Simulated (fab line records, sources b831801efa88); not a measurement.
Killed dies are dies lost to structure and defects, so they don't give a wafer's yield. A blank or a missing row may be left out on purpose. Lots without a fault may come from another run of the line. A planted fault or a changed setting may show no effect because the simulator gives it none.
Which tool did it? | flow gf180mcu | 13 lots, 39 wafers sampled, at 4 steps of a route of 602

WHAT THE GAUGES READ, wafer by wafer
GF_VT_IMPLANT_OVL_MEAS_40.
lot  | measured     | on         | VT_IMPLANT_03_OVL (nm)
L348 | day 7 13:14  | overlay-02 | -0.8 -0.2 0.6
L349 | day 7 18:47  | overlay-02 | 1.0 1.0 0.7
L351 | day 8 02:15  | overlay-02 | 3.1 2.3 2.5
L352 | day 8 16:20  | overlay-02 | -0.2 -0.1 0.4
L354 | day 9 09:54  | overlay-01 | 1.1 1.4 0.2
L356 | day 10 01:00 | overlay-02 | 1.6 2.6 0.8
L361 | day 11 04:32 | overlay-01 | -0.5 -1.7 1.6
L362 | day 11 14:29 | overlay-01 | -0.6 0.1 -0.8
L363 | day 12 03:14 | overlay-02 | -0.5 -1.7 2.1
L364 | day 12 13:35 | overlay-01 | 1.4 1.3 3.2
L367 | day 13 00:11 | overlay-01 | 2.9 2.5 2.1
L368 | day 13 00:14 | overlay-02 | -1.2 -1.0 0.1
L370 | day 13 21:11 | overlay-02 | -1.2 2.1 1.1

GF_HV_LDD_RS_MEAS_53: measures by four-point-probe.
lot  | measured     | on            | HV_LDD_RS (ohm/sq)
L348 | day 12 15:30 | film_metro-04 | 418.2 418.3 417.7
L349 | day 12 17:22 | film_metro-01 | 417.5 416.5 416.9
L351 | day 13 05:28 | film_metro-01 | 418.6 418.6 418.4
L352 | day 13 17:37 | film_metro-01 | - - -
L354 | day 14 14:43 | film_metro-01 | 418.8 418.5 419.2
L356 | day 15 07:34 | film_metro-01 | - - -
L361 | day 16 17:35 | film_metro-03 | 417.1 417.5 417.6
L362 | day 17 07:43 | film_metro-04 | 420.3 419.1 419.3
L363 | day 17 21:28 | film_metro-04 | 418.2 418.7 418.2
L364 | day 18 08:58 | film_metro-04 | 418.6 419.7 418.8
L367 | day 18 23:19 | film_metro-03 | 416.5 416.6 416.2
L368 | day 18 23:45 | film_metro-03 | 419.7 418.6 418.8
L370 | day 19 23:39 | film_metro-03 | 418.9 418.2 418.2

WHICH TOOL RAN EACH LOT (tool, then ch and the chambers of the sampled wafers, then the start)
lot  | GF_POLY_GATE_ETCH_13             | GF_HV_LDD_IMPLANT_34
L348 | rie_si-01 ch 0,1,3, day 9 08:47  | implanter-03 ch 0, day 11 19:28
L349 | rie_si-01 ch 0,3, day 9 11:56    | implanter-03 ch 0, day 11 21:13
L351 | rie_si-01 ch 2,3, day 9 22:25    | implanter-03 ch 0, day 12 08:37
L352 | rie_si-02 ch 1,2,3, day 10 09:40 | implanter-03 ch 0, day 12 20:16
L354 | rie_si-02 ch 0,1, day 11 04:17   | implanter-02 ch 0, day 13 17:10
L356 | rie_si-01 ch 1,2, day 11 20:50   | implanter-03 ch 0, day 14 10:02
L361 | rie_si-02 ch 0,2,3, day 13 01:22 | implanter-02 ch 0, day 15 18:28
L362 | rie_si-01 ch 1,2,3, day 13 13:05 | implanter-04 ch 0, day 16 08:35
L363 | rie_si-02 ch 0,2, day 13 23:58   | implanter-02 ch 0, day 16 21:08
L364 | rie_si-01 ch 0,1,3, day 14 12:47 | implanter-03 ch 0, day 17 08:28
L367 | rie_si-01 ch 0,2, day 15 00:08   | implanter-02 ch 0, day 17 22:23
L368 | rie_si-02 ch 1,2,3, day 15 00:52 | implanter-03 ch 0, day 17 23:27
L370 | rie_si-02 ch 0,2,3, day 15 22:56 | implanter-03 ch 0, day 18 21:52
- GF_POLY_GATE_ETCH_13: etches poly-Si in HBr/Cl2, stops on SiO2, target depth 198.5 nm, time 69.6 s.
- GF_HV_LDD_IMPLANT_34

WHAT THE TOOLS THEMSELVES READ (means of the sampled wafers that have a number; where no wafer has one, the mark that the record gives instead)
GF_POLY_GATE_ETCH_13.
lot  | tool      | bias_w (W) | drypump_motor_current_A (A) | oes_product_au (a.u.) | throttle_valve_pct (%)
L348 | rie_si-01 | 99.8       | 6.0                         | 0.986                 | 33.679
L349 | rie_si-01 | 100.3      | 6.1                         | 0.990                 | 33.684
L351 | rie_si-01 | 99.8       | 6.5                         | 0.996                 | 33.684
L352 | rie_si-02 | 100.1      | 5.9                         | 0.995                 | 33.690
L354 | rie_si-02 | 100.2      | 5.8                         | 0.981                 | 33.683
L356 | rie_si-01 | 99.8       | 6.4                         | 0.998                 | 33.684
L361 | rie_si-02 | 99.9       | 6.0                         | 0.989                 | 33.680
L362 | rie_si-01 | 99.9       | 6.4                         | 0.995                 | 33.681
L363 | rie_si-02 | 100.0      | 5.9                         | 0.991                 | 33.683
L364 | rie_si-01 | 100.0      | 6.0                         | 0.988                 | 33.681
L367 | rie_si-01 | 99.7       | 5.8                         | 0.985                 | 33.687
L368 | rie_si-02 | 99.9       | 6.0                         | 0.994                 | 33.678
L370 | rie_si-02 | 100.1      | 6.1                         | 0.994                 | 33.688

THE ANSWER, worked out from the rows above alone
Rule: what is usual is taken from the lots themselves. Put in order of their means at a reading, lots are off if they are a third of the lots or fewer, leave a main group of 4 or more, and stand apart from it by a gap of 3 or more times the standard deviation of the main group's means; of several such gaps the widest counts. A main group whose means are all the same, to the digits that the tables above print for the reading, isn't used. A lot without any number at a reading at which 4 lots or more have one is off too. The other lots that the step has rows for count as sound. The gauges are gone through in route order, then the tools' own readings, and for those a lot's mean is taken as printed above. The first step at which some lot is off is used, and at that step the reading that is off furthest; a lot without a number counts as furthest.
Off: L352, L356, at GF_HV_LDD_RS_MEAS_53 (HV_LDD_RS). Without a number there: L352, L356. The main group: mean 418.2 ohm/sq, standard deviation 0.91.
A tool fits if, at a process step before that reading, it ran every lot that is off, and no sound lot after the first of them. The gauges at GF_HV_LDD_RS_MEAS_53 are tried like those tools. None of those tried fits.

WHAT THE SIMULATOR HAD PUT IN
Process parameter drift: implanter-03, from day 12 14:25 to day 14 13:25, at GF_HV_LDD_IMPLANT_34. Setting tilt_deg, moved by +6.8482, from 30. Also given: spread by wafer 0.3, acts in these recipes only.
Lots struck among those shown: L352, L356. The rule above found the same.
